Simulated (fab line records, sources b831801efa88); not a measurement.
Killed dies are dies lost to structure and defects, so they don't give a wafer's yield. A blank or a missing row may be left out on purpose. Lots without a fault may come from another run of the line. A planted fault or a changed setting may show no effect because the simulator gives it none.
One fault seen from 2 desks | flow gf180mcu | each desk has only its own numbers; what lay behind them comes last

THE METROLOGY DESK
What the gauges read, lot by lot, whatever tool the lot ran on: means of the sampled wafers that have a number. A lot is out of limits, marked OUT, if its mean lies more than 4 standard deviations from the usual mean; the brackets give that distance.
Columns: A = LVPWELL_RS at GF_VT_IMPLANT_RS_MEAS_48, usual 1196.3 ohm/sq; B = CONTACT_CVD_00_THK at GF_CONTACT_THK_MEAS_01, usual 299 nm
lot  | first seen here | A                | B
L956 | day 8 04:13     | 1197.1           | 299
L957 | day 8 05:09     | 1196.9           | 304
L960 | day 9 12:31     | 1196.2           | 304
L962 | day 9 17:00     | 1198.6           | 297
L963 | day 9 20:09     | 1198.7           | 297
L965 | day 10 12:38    | 1195.3           | 300
L966 | day 10 14:25    | 1199.8           | 298
L967 | day 10 20:11    | 1196.7           | 296
L968 | day 10 23:55    | 1199.6           | 297
L973 | day 12 11:50    | 1150.2 (-19) OUT | 303
L975 | day 13 09:26    | 1151.0 (-19) OUT | 302
L976 | day 13 21:10    | 1196.5           | 299
L978 | day 14 02:55    | 1191.6           | 296
This desk's finding: out of limits on L973, L975; first on L973, day 12 11:50 (LVPWELL_RS at GF_VT_IMPLANT_RS_MEAS_48). In limits: L956, L957, L960, L962, L963, L965, L966, L967, L968, L976, L978.

THE TOOL OWNER'S DESK: implanter-04
The tool's own readings at GF_LVPWELL_IMPLANT_08: means of the sampled wafers that have a number, for each lot that ran on this tool. A lot is out of limits, marked OUT, if its mean lies more than 4 standard deviations from the usual mean; the brackets give that distance.
Columns: A = beam_energy_keV at GF_LVPWELL_IMPLANT_08, usual 170.00; B = tilt_deg at GF_LVPWELL_IMPLANT_08, usual 0.005 degrees
lot  | first seen here | A                        | B
L956 | day 4 09:15     | 169.95                   | -0.007
L963 | day 5 20:28     | 170.03                   | -0.006
L965 | day 6 09:34     | 170.05                   | 0.020
L973 | day 8 00:11     | 208.14 (+99 or more) OUT | -0.017
L975 | day 8 19:38     | 208.14 (+99 or more) OUT | 0.006
This desk's finding: out of limits on L973, L975; first on L973, day 8 00:11 (beam_energy_keV at GF_LVPWELL_IMPLANT_08). In limits: L956, L963, L965.

PUT TOGETHER
The tool owner's desk could have raised an alarm at day 8 00:11, on L973, L975.
The metrology desk could have raised an alarm at day 12 11:50, on L973, L975.
Of the lots named, all ran GF_LVPWELL_IMPLANT_08 on implanter-04.

WHAT THE SIMULATOR HAD PUT IN
Process parameter drift: implanter-04, from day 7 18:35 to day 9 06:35, at GF_LVPWELL_IMPLANT_08. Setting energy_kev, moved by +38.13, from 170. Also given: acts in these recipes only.
Lots struck among those shown: L973, L975.
Hours from the fault's start to each desk's first reading out of limits: the tool owner's desk, 6; the metrology desk, 113.
